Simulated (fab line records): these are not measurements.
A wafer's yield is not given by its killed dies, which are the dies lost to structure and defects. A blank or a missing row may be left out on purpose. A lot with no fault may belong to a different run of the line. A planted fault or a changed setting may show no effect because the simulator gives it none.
Chamber matching	flow sky130	4 sister chambers for SKY_FIELD_ISO_ETCH_15 on rie-diel-02
The step etches the open film in CHF3/O2, stops on Si, target depth 180 nm, time 72 s. 7 wafers are shown with their chamber, then 7 later ones without.

## EACH WAFER AND ITS CHAMBER
wafer	chamber	drypump-motor-current-A (A)	oes-product-au (a.u.)
L363.2	0	5.5	0.949
L365.4	2	6.3	0.931
L368.3	3	6.0	0.935
L368.4	1	5.6	0.936
L368.5	2	6.2	0.929
L380.2	1	5.6	0.952
L380.4	3	6.0	0.938

## WAFERS WITHOUT THEIR CHAMBER
wafer	drypump-motor-current-A (A)	oes-product-au (a.u.)
L380.6	5.5	0.934
L384.1	6.0	0.948
L384.2	5.6	0.953
L384.6	5.5	0.938
L385.1	5.6	0.938
L385.4	6.0	0.952
L385.6	5.6	0.941

## EACH ONE'S CHAMBER
wafer	from the rows above	in truth
L380.6	can't be placed: 0 or 1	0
L384.1	3	3
L384.2	can't be placed: 1 or 0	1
L384.6	can't be placed: 0 or 1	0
L385.1	1	1
L385.4	3	3
L385.6	1	1
Placed correctly: 4 of 7. Can't be placed from these rows: 3 (the true chamber is among the candidates in 3). Number placed wrongly: 0.
How it was worked out, from the rows above alone: a wafer's distance from a chamber is the root of the sum, over the readings, of the square of ((its reading less the chamber's mean) divided by the reading's scatter). If the next closest chamber is less than 2 further off than the closest, the wafer can't be placed; otherwise it belongs to the closest. A chamber's mean is the mean of its shown wafers. The scatter: take each reading less its chamber's mean, square it, sum over the shown wafers, divide by the number of wafers less the number of chambers, and take the root.
